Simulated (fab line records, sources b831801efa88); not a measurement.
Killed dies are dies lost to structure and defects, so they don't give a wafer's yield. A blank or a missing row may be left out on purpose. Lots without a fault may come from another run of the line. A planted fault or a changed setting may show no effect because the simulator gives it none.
Which tool did it? | flow gf180mcu | 6 lots, 18 wafers sampled, at 3 steps of a route of 602

WHAT THE GAUGES READ, wafer by wafer
GF_M4_THK_MEAS_06: measures by xrf.
lot  | measured     | on            | M4_ALCU_THK (nm)
L643 | day 22 09:19 | film_metro-02 | 441 441 437
L646 | day 23 19:19 | film_metro-02 | 450 450 449
L648 | day 24 11:27 | film_metro-01 | 445 439 446
L653 | day 27 00:49 | film_metro-01 | 443 443 447
L656 | day 28 02:20 | film_metro-01 | 433 435 432
L661 | day 29 00:02 | film_metro-02 | 440 440 448

WHICH TOOL RAN EACH LOT (tool, then ch and the chambers of the sampled wafers, then the start)
lot  | GF_V3_STRIP_18                       | GF_M4_SPUTTER_04
L643 | plasma_asher-04 ch 0,1, day 22 07:40 | pvd_sputter-02, day 22 09:09
L646 | plasma_asher-04 ch 0,1, day 23 17:43 | pvd_sputter-02, day 23 19:09
L648 | plasma_asher-03 ch 0,1, day 24 09:52 | pvd_sputter-02, day 24 11:18
L653 | plasma_asher-04 ch 0,1, day 26 23:10 | pvd_sputter-02, day 27 00:40
L656 | plasma_asher-01 ch 0,1, day 28 00:45 | pvd_sputter-03, day 28 02:09
L661 | plasma_asher-03 ch 0,1, day 28 22:26 | pvd_sputter-01, day 28 23:53
- GF_V3_STRIP_18: strips in O2/N2.
- GF_M4_SPUTTER_04: material TiN, target thk 50 nm, time 41.7 s.

THE ANSWER, worked out from the rows above alone
Rule: what is usual is taken from the lots themselves. Put in order of their means at a reading, lots are off if they are a third of the lots or fewer, leave a main group of 4 or more, and stand apart from it by a gap of 3 or more times the standard deviation of the main group's means; of several such gaps the widest counts. A main group whose means are all the same, to the digits that the tables above print for the reading, isn't used. A lot without any number at a reading at which 4 lots or more have one is off too. The other lots that the step has rows for count as sound.
No lot is off at any reading shown: from this, nothing can be told.

WHAT THE SIMULATOR HAD PUT IN
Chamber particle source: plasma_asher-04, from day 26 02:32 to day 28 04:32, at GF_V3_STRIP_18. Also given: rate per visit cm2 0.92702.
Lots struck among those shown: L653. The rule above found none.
